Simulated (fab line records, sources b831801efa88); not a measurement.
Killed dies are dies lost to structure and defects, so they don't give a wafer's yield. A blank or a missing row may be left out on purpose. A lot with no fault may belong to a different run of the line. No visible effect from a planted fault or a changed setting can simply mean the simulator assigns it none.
One fault seen from 2 desks :: flow gf180mcu :: each desk has only its own numbers; what lay behind them comes last

== FOR THE TOOL OWNER'S DESK: pvd_sputter-01 ==
The tool's own readings at GF_MIM_SPUTTER_09 (material TiN, target thk 35 nm, time 29.2 s): means of the sampled wafers that have a number, for each lot that ran on this tool. Any lot whose mean is over 4 standard deviations away from the usual mean is out of limits and marked OUT; that distance is given in the brackets.
Columns: A = chamber_pressure_pa at GF_MIM_SPUTTER_09, usual 0.4001 Pa; B = throttle_valve_pct at GF_MIM_SPUTTER_09, usual 29.4 %
lot: L996
first seen here: day 25 19:28
A: 0.3997
B: 29.7

lot: L998
first seen here: day 26 10:34
A: 0.4046 (+6.2) OUT
B: 29.4

lot: L101
first seen here: day 27 09:31
A: 0.4046 (+6.1) OUT
B: 29.3

lot: L114
first seen here: day 31 16:39
A: 0.4006
B: 29.4

lot: L112
first seen here: day 31 17:04
A: 0.4002
B: 29.4
Finding of this desk: L101, L998 out of limits; the first was L998 at day 26 10:34, on chamber_pressure_pa at GF_MIM_SPUTTER_09. In limits: L996, L114, L112.

== METROLOGY DESK ==
What the gauges read, lot by lot, whatever tool the lot ran on: means of the sampled wafers that have a number. Any lot whose mean is over 4 standard deviations away from the usual mean is out of limits and marked OUT; that distance is given in the brackets.
Columns: A = M3_OVL at GF_M3_OVL_MEAS_15, usual 0 nm; B = cd_nm at GF_V3_CD_MEAS_14, usual 260.1 nm
lot: L991
first seen here: day 21 02:40
A: 3
B: 261.0

lot: L993
first seen here: day 21 21:03
A: -5
B: 258.6

lot: L996
first seen here: day 22 19:01
A: -4
B: 259.6

lot: L998
first seen here: day 23 11:23
A: 1
B: 260.2

lot: L101
first seen here: day 24 12:52
A: -5
B: 261.8

lot: L102
first seen here: day 24 21:14
A: 0
B: 259.1

lot: L103
first seen here: day 25 13:00
A: 3
B: 260.3

lot: L104
first seen here: day 25 14:55
A: -8
B: 259.9

lot: L107
first seen here: day 27 07:25
A: 4
B: 259.8

lot: L108
first seen here: day 28 00:03
A: 4
B: 261.2

lot: L110
first seen here: day 28 14:59
A: -2
B: 260.7

lot: L113
first seen here: day 29 04:08
A: 1
B: 261.0

lot: L114
first seen here: day 29 04:30
A: -1
B: 260.2

lot: L112
first seen here: day 29 04:47
A: -2
B: 255.6
This desk's finding: nothing out of limits on any of the 14 lots.

== TAKEN TOGETHER ==
An alarm could have come from the tool owner's desk at day 26 10:34, on L101, L998.
From the metrology desk's view, nothing was out of limits.
The metrology desk has L101, L998 on record, within its limits.
Of the lots named, all ran GF_MIM_SPUTTER_09 on pvd_sputter-01.

== WHAT WAS PUT IN BY THE SIMULATOR ==
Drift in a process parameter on pvd_sputter-01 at GF_MIM_SPUTTER_09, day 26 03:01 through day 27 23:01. The setting chamber_pressure_pa was moved by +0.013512, starting from 0.4. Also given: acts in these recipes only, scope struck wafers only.
Shown lots that were struck: L101, L998.
Time in hours from fault onset to the first out-of-limits reading at each desk: the tool owner's desk, 8.
